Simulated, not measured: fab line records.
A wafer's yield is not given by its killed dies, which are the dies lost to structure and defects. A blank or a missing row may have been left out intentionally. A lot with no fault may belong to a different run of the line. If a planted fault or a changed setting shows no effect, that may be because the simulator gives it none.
What tool caused it? -- flow sky130 -- Sampling: 11 lots, 33 wafers, 3 of 708 route steps

## WHAT THE GAUGES SHOWED, per wafer
SKY_LI_CONTACT_RS_MEAS_22: measurement is done with a four-point probe.
lot,measured,on,LI_CONTACT_W_RS (ohm/sq)
L129,day 28 22:25,film_metro-02,0.284 0.281 0.286
L130,day 29 08:22,film_metro-04,0.288 0.287 0.287
L135,day 31 08:57,film_metro-04,0.288 0.286 0.289
L137,day 32 03:04,film_metro-02,0.216 0.290 0.214
L139,day 32 14:16,film_metro-02,0.285 0.215 0.215
L141,day 33 08:14,film_metro-01,0.290 0.291 0.282
L148,day 35 12:44,film_metro-01,0.293 0.292 0.292
L149,day 35 18:40,film_metro-02,0.287 0.289 0.292
L150,day 36 03:53,film_metro-01,0.291 0.292 0.288
L151,day 36 10:53,film_metro-02,0.280 0.291 0.284
L152,day 36 17:11,film_metro-01,0.286 0.283 0.287

## TOOL THAT RAN EACH LOT (tool first, then ch and the chambers of the sampled wafers, then the start)
lot,SKY_LI_CONTACT_ETCH_15,SKY_LI_CONTACT_CVD_21
L129,"rie_diel-01 ch 0,2,3, day 28 21:46","cvd_w-01 ch 0,1, day 28 22:17"
L130,"rie_diel-03 ch 0,1,2, day 29 07:42","cvd_w-01 ch 0,1, day 29 08:14"
L135,"rie_diel-02 ch 1,2,3, day 31 08:17","cvd_w-01 ch 0,1, day 31 08:49"
L137,"rie_diel-03 ch 1,2, day 32 02:25","cvd_w-01 ch 0,1, day 32 02:56"
L139,"rie_diel-03 ch 1,2, day 32 13:37","cvd_w-01 ch 0,1, day 32 14:08"
L141,"rie_diel-03 ch 1,2,3, day 33 07:35","cvd_w-02 ch 0,1, day 33 08:07"
L148,"rie_diel-01 ch 0,2,3, day 35 12:05","cvd_w-01 ch 1, day 35 12:37"
L149,"rie_diel-02 ch 0,2,3, day 35 17:54","cvd_w-02 ch 0, day 35 18:25"
L150,"rie_diel-01 ch 0,1,3, day 36 03:11","cvd_w-02 ch 0, day 36 03:46"
L151,"rie_diel-02 ch 0,2,3, day 36 10:15","cvd_w-02 ch 0,1, day 36 10:46"
L152,"rie_diel-03 ch 1,2,3, day 36 16:31","cvd_w-01 ch 0,1, day 36 17:02"
- SKY_LI_CONTACT_ETCH_15: etches PSG in C4F8/O2/Ar, stops on Si, target depth 600 nm.
- SKY_LI_CONTACT_CVD_21: deposits W, target thk 400 nm, time 120.56 s.

## THE ANSWER, worked out from the rows above alone
Rule: usual is defined by the lots themselves. The widest of any qualifying gaps counts: lots, ordered by their means at a reading, are off when they make up no more than a third of the lots, leave a main group of 4 or more, and stand apart from it by 3 or more times the standard deviation of that group's means. A main group whose means are all the same, to the digits that the tables above print for the reading, isn't used. Also off: a lot with no number at a reading for which 4 or more lots have one. The other lots that the step has rows for count as sound.
Off: at SKY_LI_CONTACT_RS_MEAS_22 (LI_CONTACT_W_RS), L137, L139. For the main group the mean is 0.288 ohm/sq and the standard deviation 0.0026.
A tool fits if, at a process step before that reading, it ran every lot that is off, and no sound lot after the first of them. Those tools and the gauges at SKY_LI_CONTACT_RS_MEAS_22 are tried in the same way. Of those tried, none fits.

## WHAT WAS PUT IN BY THE SIMULATOR
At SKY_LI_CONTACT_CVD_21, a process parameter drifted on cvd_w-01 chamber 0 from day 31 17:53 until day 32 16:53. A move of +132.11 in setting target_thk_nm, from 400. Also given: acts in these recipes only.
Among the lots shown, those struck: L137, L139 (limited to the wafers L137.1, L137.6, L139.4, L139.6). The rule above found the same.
